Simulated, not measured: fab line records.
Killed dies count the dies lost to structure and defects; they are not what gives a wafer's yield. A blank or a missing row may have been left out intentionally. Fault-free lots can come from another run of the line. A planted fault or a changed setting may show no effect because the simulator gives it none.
fab line records	flow sky130
[record] lots = 6	wafers = 16	last-day = 50
route steps=708 shown METAL4@634 VIA4@639 PAD_OPEN@708
lots that met no fault: from a run of the same line without faults
start-h: hours from the record's opening day to when the first of the lot's shown wafers began	wait-h: how many hours have passed since the lot's step before this one	" unchanged from the row above	L1.1+2: a row that stands for several wafers	- value missing, or start not given	* or withheld: withheld	< > ~ a bound
route shown NAME@n: a module of which the file shows steps, and the number in the route of the first	usual: mean/standard deviation of fault-free wafers	same: alike in all rows	chamber/n: place in a boat	sites: per-site readings	_std_site: standard deviation across them	_edge_site: outer sites' mean less inner sites'	radius-mm: how far each site lies from the wafer's centre	mask NAME#n: copy n	behind: the tool/chamber that last shaped the wafer	hold: cause of the lot's hold/its duration in hours/its outcome	device: transistor that didn't switch, given as n, p or np	end of line: tests of these same wafers at the route's end	where a step has no rows: the recipe by itself	killed: dies lost to structure and defects at the first sort, not the wafer's yield	map: a wafer's dies, x killed, . not, _ none there
set.NAME: the setting that was run; set.NAME@STEP: the one run at that earlier step	model.NAME: the simulator's own value behind a step, which no gauge read
certain route steps with their lots: each step a table, each wafer a row
services: from which hour (start-h, from the record's first day; less than 0 if before it) a tool's chamber was out of use, for how many hours, and why
[[steps]]
[step SKY_METAL4_METAL_ETCH_18]
[recipe] target-depth-a = 8450	stop-on = SiO2	over-etch-frac = 0.3	time-s = 183.1	chemistry = Cl2/BCl3	resist-sidewall-deg = 88	pressure-mtorr = 10	icp-w = 900	bias-w = 48.5	Cl2_flow_sccm = 60	bcl3-flow-sccm = 30
[usual] drypump-motor-current-A = 5.8/0.53	oes-product-au = 0.866/0.0071	throttle-valve-pct = 22.265/0.0093
lot.wafer	tool	chamber	start-h	wait-h	drypump-motor-current-A	oes-product-au	rf-hours-counter-h	throttle-valve-pct
L593.2	rie-metal-02	0	1007.25	0.0	5.3	0.877	4	22.261
L593.3	"	0	"	"	5.3	0.857	-	22.256
L593.4	"	1	"	"	5.8	0.860	-	22.252
L595.1	rie-metal-01	1	1013.50	0.0	6.6	0.873	14	22.257
L595.4	"	0	"	"	5.6	0.871	-	22.278
L595.6	"	0	"	"	5.6	0.874	-	22.285
L601.5	rie-metal-01	0	1056.82	0.1	5.6	0.865	-	22.265
L601.6	"	1	"	"	6.6	0.863	-	22.262
L603.2	rie-metal-01	0	1069.10	0.0	5.6	0.860	14	22.262
L603.3	"	1	"	"	6.7	0.861	-	22.268
L605.1	rie-metal-04	1	1072.70	0.0	5.8	0.867	20	22.268
L605.2	"	0	"	"	5.1	0.855	15	22.266
L605.5	"	1	"	"	5.8	0.861	-	22.267
L613.4	rie-metal-01	0	1121.11	0.1	5.6	0.874	-	22.269
L613.5	"	0	"	"	5.6	0.862	-	22.263
L613.6	"	1	"	"	6.7	0.856	-	22.262
[step SKY_METAL4_STRIP_19]
[recipe] chemistry = O2/N2	power-w = 1400	pressure-mtorr = 1500	platen-temp-c = withheld	o2-flow-sccm = 3000	n2-flow-sccm = 300	overash-fraction = 0.5
[usual] drypump-motor-current-A = 5.9/0.47	o2-flow-sccm = 3000/8.2	oes-product-au = 0.498/0.0058	strip-time-to-endpoint-s = 6.43/0.094
[same] overash-fraction = 0.5
lot.wafer	tool	chamber	start-h	wait-h	drypump-motor-current-A	o2-flow-sccm	oes-product-au	rf-hours-counter-h	strip-time-to-endpoint-s
L593.2	plasma-asher-02	1	1007.43	0.1	6.5	3007	0.500	26	6.49
L593.3	"	1	"	"	6.5	2988	0.497	-	6.48
L593.4	"	0	"	"	6.3	2993	0.494	-	6.40
L595.1	plasma-asher-04	0	1013.68	0.1	5.1	3015	0.496	113	6.52
L595.4	"	0	"	"	5.2	3002	0.501	-	6.51
L595.6	"	0	"	"	5.1	2999	0.499	-	6.48
L601.5	plasma-asher-01	1	1056.94	0.1	5.5	3006	0.505	-	6.52
L601.6	"	0	"	"	5.5	3000	0.494	-	6.42
L603.2	plasma-asher-02	0	1069.28	0.1	6.3	2996	0.503	32	6.50
L603.3	"	0	"	"	6.3	2990	0.494	-	6.36
L605.1	plasma-asher-01	1	1072.88	0.1	5.4	3001	0.498	98	6.37
L605.2	"	0	"	"	5.5	3000	0.492	98	6.24
L605.5	"	0	"	"	5.5	2997	0.491	-	6.37
L613.4	plasma-asher-01	1	1121.26	0.1	5.4	3001	0.507	-	6.59
L613.5	"	0	"	"	5.5	2992	0.502	-	6.51
L613.6	"	1	"	"	5.4	2994	0.497	-	6.46
[step SKY_METAL4_STRIP_20]
[recipe] chemistry = post-etch-residue-remover	time-s = 1200	temp-c = 72.5
[step SKY_METAL4_CLEAN_21]
[recipe] chemistry = IPA	time-s = 180	temp-c = 25
[step SKY_METAL4_CLEAN_22]
[recipe] chemistry = O3/DIW	dry = n2-spin
[step SKY_VIA4_HDPCVD_00]
[recipe] material = SiO2	target-thk-nm = 1750	sigma-open-frac = 0.3	time-s = 291.7	temp-c = 400	sih4-flow-sccm = 60	pressure-mtorr = 6
[step SKY_VIA4_THK_MEAS_01]
[recipe] reads = SiO2_of_VIA4_HDPCVD_00
[usual] VIA4_HDPCVD_THK = 1748/36
lot.wafer	tool	chamber	start-h	wait-h	VIA4_HDPCVD_THK[nm]
L593.2	film-metro-01	-	1008.21	0.1	1764
L593.3	"	-	"	"	1774
L593.4	"	-	"	"	1770
L595.1	film-metro-03	-	1014.45	0.1	1740
L595.4	"	-	"	"	1738
L595.6	"	-	"	"	1745
L601.5	film-metro-03	-	1057.72	0.0	1763
L601.6	"	-	"	"	1770
L603.2	film-metro-01	-	1070.06	0.1	1718
L603.3	"	-	"	"	1703
L605.1	film-metro-02	-	1073.65	0.1	1783
L605.2	"	-	"	"	1793
L605.5	"	-	"	"	1771
L613.4	film-metro-02	-	1122.15	0.2	1682
L613.5	"	-	"	"	1696
L613.6	"	-	"	"	1698
[step SKY_VIA4_CMP_02]
[recipe] material = SiO2	down-force-psi = 4	platen-rpm = 60	pad-velocity-m-s = 0.94248
[usual] edge-zone-pressure-frac = 1.000/0.0047	motor-current-A = 12.8/1.1
lot.wafer	tool	chamber	start-h	wait-h	edge-zone-pressure-frac	motor-current-A
L593.4	cmp-02	3	1008.26	0.0	1.000	10.9
L593.3	"	0	"	"	0.992	13.8
L593.2	"	2	"	"	0.991	12.3
L595.4	cmp-01	0	1014.58	0.1	1.000	12.0
L595.1	"	1	"	"	0.999	13.9
L595.6	"	0	"	"	0.998	12.2
L601.5	cmp-02	3	1057.94	0.2	0.993	10.3
L601.6	"	0	"	"	0.996	15.1
L603.3	cmp-02	2	1070.26	0.2	0.998	12.6
L603.2	"	0	"	"	1.002	14.6
L605.2	cmp-01	3	1073.81	0.1	1.002	13.0
L605.1	"	0	"	"	0.992	11.7
L605.5	"	1	"	"	1.000	13.5
L613.4	cmp-02	3	1122.53	0.4	1.010	10.7
L613.5	"	1	"	"	1.002	12.3
L613.6	"	2	"	"	1.000	12.8
[step SKY_VIA4_BOW_MEAS_03]
[recipe] mode = bow
[usual] VIA4_BOW = 79/8.2
lot.wafer	tool	chamber	start-h	wait-h	VIA4_BOW[um]
L593.2	film-metro-03	-	1008.58	0.1	89
L593.3	"	-	"	"	73
L593.4	"	-	"	"	86
L595.1	film-metro-03	-	1014.88	0.2	69
L595.4	"	-	"	"	65
L595.6	"	-	"	"	67
L601.5	film-metro-03	-	1058.12	0.1	75
L601.6	"	-	"	"	77
L603.2	film-metro-03	-	1070.58	0.2	91
L603.3	"	-	"	"	89
L605.1	film-metro-01	-	1074.01	0.1	75
L605.2	"	-	"	"	86
L605.5	"	-	"	"	73
L613.4	film-metro-01	-	1122.79	0.2	89
L613.5	"	-	"	"	75
L613.6	"	-	"	"	75
[step SKY_VIA4_DEHYDRATE_04]
[recipe] temp-c = 200	time-s = 60
[step SKY_VIA4_HMDS_05]
[recipe] prime-time-s = 60	prime-temp-c = 120
[step SKY_VIA4_COAT_06]
[recipe] resist = NOVOLAK	spin-rpm = 3000	resist-thk-nm = 1140
[step SKY_VIA4_SOFTBAKE_07]
[recipe] temp-c = 90	time-s = 60	resist = NOVOLAK
[usual] plate-temp-C = 89.99/0.12	run-length-s = 89.11/0.29
lot.wafer	tool	chamber	start-h	wait-h	plate-temp-C	run-length-s
L593.2	litho-track-04	0	1020.02	0.1	90.01	89.38
L593.3	"	0	"	"	90.10	89.49
L593.4	"	0	"	"	90.08	89.59
L595.1	litho-track-01	0	1026.19	0.1	90.17	88.99
L595.4	"	0	"	"	90.03	89.10
L595.6	"	0	"	"	90.12	88.84
L601.5	litho-track-04	0	1069.19	0.1	89.86	89.43
L601.6	"	0	"	"	89.91	91.93
L603.2	litho-track-04	0	1081.32	0.1	89.91	89.63
L603.3	"	0	"	"	89.93	92.20
L605.1	litho-track-02	0	1085.21	0.1	90.05	88.81
L605.2	"	0	"	"	89.89	88.89
L605.5	"	0	"	"	89.98	89.14
L613.4	litho-track-02	0	1132.08	0.1	89.84	88.86
L613.5	"	0	"	"	90.01	88.90
L613.6	"	0	"	"	89.91	88.81
[step SKY_VIA4_EXPOSE_08]
[recipe] mask-id = VIM4	na = 0.6	source-shape = conventional	sigma-outer = 0.6	polarization = unpolarized	target-cd-nm = 800	dose-mj = 132
[step SKY_PAD_OPEN_PROBE_99]
[usual] defect-limited-yield = 82.3/2.1	killed_at_M0_to_M3 = 45/6.9	killed_at_M4_up = 3.1/1.7	killed-at-contacts = 24/5.7	killed-at-front-end = 15/4.6	killed-at-other = 0.3/0.57	killed-dies = 87/10	killed-open = 48/7.4	killed-short = 39/6.7	sort_bin_3_pad_short = 0.9/0.41	sort_bin_5_function = 10.4/1.5	sort_bin_6_memory = 6.4/1.1	sort-n-pass = 405/10	sort-yield-pct = 82.3/2.1
[same] gross-dies = 492	killed-at-back-side = 0	sort_bin_4_leakage[%] = 0	sort_bin_8_speed[%] = 0
lot.wafer	tool	chamber	start-h	wait-h	defect-limited-yield[%]	killed_at_M0_to_M3	killed_at_M4_up	killed-at-contacts	killed-at-front-end	killed-at-other	killed-dies	killed-open	killed-short	sort_bin_3_pad_short[%]	sort_bin_5_function[%]	sort_bin_6_memory[%]	sort-n-pass	sort-yield-pct[%]
L593.2	prober-02	-	1100.46	0.1	79.7	53	5	25	17	0	100	49	51	1.4	12.0	6.9	392	79.7
L593.3	prober-02	-	1100.51	0.2	83.7	39	5	22	13	1	80	41	39	0.8	9.6	5.9	412	83.7
L593.4	prober-02	-	1100.56	0.2	82.5	54	6	16	10	0	86	44	42	1.0	10.0	6.5	406	82.5
L595.1	prober-02	-	1108.96	0.1	85.0	37	3	22	12	0	74	36	38	0.4	8.7	5.9	418	85.0
L595.4	prober-02	-	1109.11	0.2	79.1	44	2	40	17	0	103	49	54	0.8	12.6	7.5	389	79.1
L595.6	prober-02	-	1109.21	0.2	84.1	36	3	24	15	0	78	36	42	0.6	8.9	6.3	414	84.1
L601.5	prober-01	-	1145.12	0.2	83.3	43	2	25	12	0	82	45	37	0.4	10.0	6.3	410	83.3
L601.6	prober-01	-	1145.17	0.2	82.9	39	5	23	17	0	84	49	35	1.2	10.0	5.9	408	82.9
L603.2	prober-02	-	1156.02	0.1	82.9	46	2	24	12	0	84	55	29	0	12.0	5.1	408	82.9
L603.3	prober-02	-	1156.07	0.2	86.8	33	3	16	11	2	65	32	33	0.6	8.3	4.3	427	86.8
L605.1	prober-01	-	1159.17	0.1	83.3	40	3	19	20	0	82	41	41	0.6	10.4	5.7	410	83.3
L605.2	prober-01	-	1159.22	0.1	83.9	44	4	15	16	0	79	59	20	0.2	9.6	6.3	413	83.9
L605.5	prober-01	-	1159.37	0.2	79.1	59	6	24	12	2	103	63	40	0.6	12.8	7.5	389	79.1
L613.4	prober-01	-	1197.72	0.2	84.8	36	3	26	10	0	75	35	40	0.6	7.7	6.9	417	84.8
L613.5	prober-01	-	1197.77	0.2	83.5	43	4	28	6	0	81	45	36	0.4	10.4	5.7	411	83.5
L613.6	prober-01	-	1197.82	0.2	79.7	54	5	19	22	0	100	58	42	1.4	13.6	5.3	392	79.7
// killed by level:class
L593.2 VIA1:geometric-particle:open=12 CONTACT:geometric-particle:short=11 METAL1:geometric-particle:short=8 CONTACT:geometric-particle:open=6 VIA2:geometric-particle:open=6 VIA1:geometric-particle:short=5 VIA3:geometric-particle:short=5 FIELD_ISO:geometric-particle:open=4
L593.3 CONTACT:geometric-particle:open=10 VIA3:geometric-particle:open=8 LI_CONTACT:geometric-particle:open=6 METAL1:geometric-particle:short=6 VIA1:geometric-particle:short=6 FIELD_ISO:geometric-particle:short=5 METAL4:geometric-particle:short=5 VIA2:geometric-particle:open=4
L593.4 METAL2:geometric-particle:short=11 VIA1:geometric-particle:short=9 VIA1:geometric-particle:open=9 CONTACT:geometric-particle:open=8 VIA3:geometric-particle:open=7 METAL1:geometric-particle:short=5 LI_CONTACT:geometric-particle:open=5 VIA3:geometric-particle:short=4
L595.1 CONTACT:geometric-particle:open=9 LI_CONTACT:geometric-particle:open=8 VIA1:geometric-particle:open=7 METAL2:geometric-particle:short=6 METAL3:geometric-particle:short=5 FIELD_ISO:geometric-particle:short=4 LI_CONTACT:geometric-particle:short=4 VIA2:geometric-particle:short=4
L595.4 LI_CONTACT:geometric-particle:open=9 CONTACT:geometric-particle:open=9 LOCAL_INTERCONNECT:geometric-particle:short=8 METAL2:geometric-particle:short=7 VIA1:geometric-particle:open=7 LI_CONTACT:geometric-particle:short=6 CONTACT:geometric-particle:short=6 METAL1:geometric-particle:short=6
L595.6 CONTACT:geometric-particle:short=9 VIA1:geometric-particle:open=7 FIELD_ISO:geometric-particle:short=6 LI_CONTACT:geometric-particle:open=6 VIA1:geometric-particle:short=6 METAL2:geometric-particle:short=6 FIELD_ISO:geometric-particle:open=5 CONTACT:geometric-particle:open=4
L601.5 CONTACT:geometric-particle:open=13 VIA1:geometric-particle:open=7 METAL2:geometric-particle:short=7 LI_CONTACT:geometric-particle:open=5 LOCAL_INTERCONNECT:geometric-particle:short=5 VIA1:geometric-particle:short=5 METAL3:geometric-particle:short=5 METAL1:geometric-particle:short=4
L601.6 VIA1:geometric-particle:open=12 CONTACT:geometric-particle:open=10 LI_CONTACT:geometric-particle:open=6 SPACER:geometric-particle:short=5 VIA1:geometric-particle:short=5 VIA3:geometric-particle:open=5 METAL4:geometric-particle:short=5 VIA2:geometric-particle:open=4
L603.2 VIA1:geometric-particle:open=12 LI_CONTACT:geometric-particle:open=11 VIA2:geometric-particle:open=6 FIELD_ISO:geometric-particle:open=5 CONTACT:geometric-particle:open=5 METAL2:geometric-particle:short=5 VIA3:geometric-particle:open=5 VIA1:geometric-particle:short=4
L603.3 VIA1:geometric-particle:short=7 VIA3:geometric-particle:open=6 LI_CONTACT:geometric-particle:open=5 VIA1:geometric-particle:open=5 METAL2:geometric-particle:short=5 CONTACT:geometric-particle:open=4 LOCAL_INTERCONNECT:geometric-particle:short=4 FIELD_ISO:geometric-particle:open=3
L605.1 VIA1:geometric-particle:open=11 POLY_GATE:geometric-particle:short=8 CONTACT:geometric-particle:open=8 CONTACT:geometric-particle:short=6 VIA2:geometric-particle:open=5 VIA3:geometric-particle:open=5 FIELD_ISO:geometric-particle:short=4 METAL1:geometric-particle:short=4
L605.2 VIA1:geometric-particle:open=11 VIA2:geometric-particle:open=10 LI_CONTACT:geometric-particle:open=9 VIA3:geometric-particle:open=9 FIELD_ISO:geometric-particle:open=5 POLY_GATE:geometric-particle:open=4 METAL2:geometric-particle:short=3 METAL1:geometric-particle:short=3
L605.5 VIA1:geometric-particle:open=20 LI_CONTACT:geometric-particle:open=9 VIA2:geometric-particle:open=9 VIA3:geometric-particle:open=9 CONTACT:geometric-particle:open=7 METAL1:geometric-particle:short=7 POLY_GATE:geometric-particle:open=5 METAL4:geometric-particle:short=5
L613.4 CONTACT:geometric-particle:open=8 LI_CONTACT:geometric-particle:open=6 CONTACT:geometric-particle:short=6 VIA1:geometric-particle:short=6 VIA2:geometric-particle:open=6 FIELD_ISO:geometric-particle:short=5 METAL2:geometric-particle:short=5 LI_CONTACT:geometric-particle:short=4
L613.5 VIA3:geometric-particle:open=10 VIA1:geometric-particle:open=9 CONTACT:geometric-particle:open=8 METAL2:geometric-particle:short=7 LI_CONTACT:geometric-particle:open=6 CONTACT:geometric-particle:short=6 LI_CONTACT:geometric-particle:short=5 FIELD_ISO:geometric-particle:open=4
L613.6 VIA1:geometric-particle:open=11 VIA3:geometric-particle:open=10 POLY_GATE:geometric-particle:open=9 METAL2:geometric-particle:short=8 VIA2:geometric-particle:open=7 CONTACT:geometric-particle:open=6 VIA2:geometric-particle:short=6 LOCAL_INTERCONNECT:geometric-particle:short=5
[[services]]
tool	chamber	start-h	hours	kind
cmp-02	-	991.10	9.3	repair
plasma-asher-02	-	1001.97	5.1	repair
rie-metal-04	-	1006.62	2.8	pm
cmp-02	-	1010.09	7.9	pm
rie-metal-02	1	1020.23	7.6	repair
rie-metal-02	1	1027.87	-	clean
rie-metal-02	1	1027.87	26.8	scheduled-down
plasma-asher-04	-	1055.25	9.0	pm
cmp-01	-	1056.83	1.6	repair
cmp-01	-	1068.69	2.5	repair
plasma-asher-01	-	1069.34	1.6	repair
plasma-asher-02	-	1072.80	1.4	repair
cmp-02	-	1075.85	2.2	repair
cmp-01	-	1083.20	4.0	pm
cmp-01	-	1087.20	-	consumable-replace:conditioner
cmp-01	-	1087.20	-	consumable-replace:pad
cmp-02	-	1095.48	3.0	repair
cmp-01	-	1096.25	1.2	repair
plasma-asher-04	-	1105.69	16.1	repair
rie-metal-01	0	1111.80	1.5	repair
rie-metal-04	0	1113.05	9.0	repair
cmp-02	-	1113.85	0.3	repair
cmp-01	-	1116.48	5.2	pm
cmp-01	-	1127.93	17.8	pm
[[key]]
[first-sign] step = SKY_VIA4_SOFTBAKE_07	reading = run-length-s	direction = up	sigmas = 10	usual = *	struck = *
effect none on later readings
met-at SKY_VIA4_SOFTBAKE_07
struck-wafers L601.6,L603.3
onset-between 1020.02 1069.19
[fault] kind = process-parameter-drift	tool = litho-track-04	chamber = -	onset-h = 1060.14	steps = SKY_VIA4_SOFTBAKE_07	channel = time-s	offset = *	shape = step	end-h = 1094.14	scope = struck-wafers-only	acts-in = *	stated = *
